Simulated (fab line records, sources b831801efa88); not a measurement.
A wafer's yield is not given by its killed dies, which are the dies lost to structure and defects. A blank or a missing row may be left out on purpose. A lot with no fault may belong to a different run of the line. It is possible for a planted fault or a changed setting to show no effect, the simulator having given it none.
Matching of chambers :: flow sky130 :: SKY_VIA4_CMP_21 on cmp-02 has 4 sister chambers
The step polishes, stops on SiO2, t overpolish 25 s, target thk 0 nm. 14 wafers are shown with their chamber, then 7 later ones without.

WAFERS, EACH WITH ITS CHAMBER
wafer: L160.2
chamber: 2
motor_current_A (A): 9.3
time_to_endpoint_s (s): 119
overpolish_run_s (s): 25.009

wafer: L160.3
chamber: 1
motor_current_A (A): 11.3
time_to_endpoint_s (s): 121
overpolish_run_s (s): 24.997

wafer: L160.5
chamber: 3
motor_current_A (A): 10.0
time_to_endpoint_s (s): 125
overpolish_run_s (s): 24.996

wafer: L162.1
chamber: 3
motor_current_A (A): 9.3
time_to_endpoint_s (s): 125
overpolish_run_s (s): 24.984

wafer: L162.4
chamber: 2
motor_current_A (A): 8.7
time_to_endpoint_s (s): 123
overpolish_run_s (s): 25.013

wafer: L162.5
chamber: 2
motor_current_A (A): 8.7
time_to_endpoint_s (s): 117
overpolish_run_s (s): 25.001

wafer: L161.4
chamber: 2
motor_current_A (A): 8.5
time_to_endpoint_s (s): 122
overpolish_run_s (s): 24.992

wafer: L161.5
chamber: 0
motor_current_A (A): 11.9
time_to_endpoint_s (s): 121
overpolish_run_s (s): 25.000

wafer: L161.6
chamber: 1
motor_current_A (A): 11.2
time_to_endpoint_s (s): 117
overpolish_run_s (s): 25.002

wafer: L166.1
chamber: 2
motor_current_A (A): 9.0
time_to_endpoint_s (s): 122
overpolish_run_s (s): 24.993

wafer: L166.4
chamber: 3
motor_current_A (A): 9.3
time_to_endpoint_s (s): 125
overpolish_run_s (s): 25.014

wafer: L166.5
chamber: 2
motor_current_A (A): 8.3
time_to_endpoint_s (s): 120
overpolish_run_s (s): 24.989

wafer: L165.3
chamber: 3
motor_current_A (A): 9.6
time_to_endpoint_s (s): 126
overpolish_run_s (s): 24.996

wafer: L165.4
chamber: 1
motor_current_A (A): 10.8
time_to_endpoint_s (s): 124
overpolish_run_s (s): 25.006

SIGNATURES (means of the wafers above)
reading: motor_current_A
chamber 0: 11.900
chamber 1: 11.100
chamber 2: 8.750
chamber 3: 9.550
scatter within a chamber: 0.332

reading: time_to_endpoint_s
chamber 0: 121.00
chamber 1: 120.67
chamber 2: 120.50
chamber 3: 125.25
scatter within a chamber: 2.26

reading: overpolish_run_s
chamber 0: 25.00000
chamber 1: 25.00167
chamber 2: 24.99950
chamber 3: 24.99750
scatter within a chamber: 0.00992
Rule: distance of a wafer from a chamber = root of the sum over the readings of ((wafer's reading minus chamber's mean) / reading's scatter) squared. If the next closest chamber is less than 2 further off than the closest, the wafer can't be placed; otherwise it belongs to the closest. The scatter: the root of (the sum of the squares of (reading less its chamber's mean) over the shown wafers, divided by (wafers less chambers)).

WAFERS WHOSE CHAMBER IS MISSING
wafer: L165.5
motor_current_A (A): 8.9
time_to_endpoint_s (s): 118
overpolish_run_s (s): 25.002

wafer: L178.1
motor_current_A (A): 8.8
time_to_endpoint_s (s): 121
overpolish_run_s (s): 25.002

wafer: L178.3
motor_current_A (A): 11.4
time_to_endpoint_s (s): 126
overpolish_run_s (s): 25.001

wafer: L178.4
motor_current_A (A): 9.9
time_to_endpoint_s (s): 128
overpolish_run_s (s): 24.999

wafer: L179.2
motor_current_A (A): 11.8
time_to_endpoint_s (s): 121
overpolish_run_s (s): 24.995

wafer: L179.3
motor_current_A (A): 9.9
time_to_endpoint_s (s): 122
overpolish_run_s (s): 25.002

wafer: L179.4
motor_current_A (A): 11.5
time_to_endpoint_s (s): 124
overpolish_run_s (s): 25.010

CHAMBER TAKEN BY EACH
wafer: L165.5
from the rows above: 2
in truth: 2

wafer: L178.1
from the rows above: 2
in truth: 2

wafer: L178.3
from the rows above: can't be placed: 1 or 0
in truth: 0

wafer: L178.4
from the rows above: 3
in truth: 3

wafer: L179.2
from the rows above: can't be placed: 0 or 1
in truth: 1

wafer: L179.3
from the rows above: can't be placed: 3 or 2 or 1
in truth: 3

wafer: L179.4
from the rows above: can't be placed: 0 or 1
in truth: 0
Correctly placed: 3 of 7. Cannot be placed on the basis of these rows: 4; the candidates contain the true chamber in 4. 0 placed wrongly.
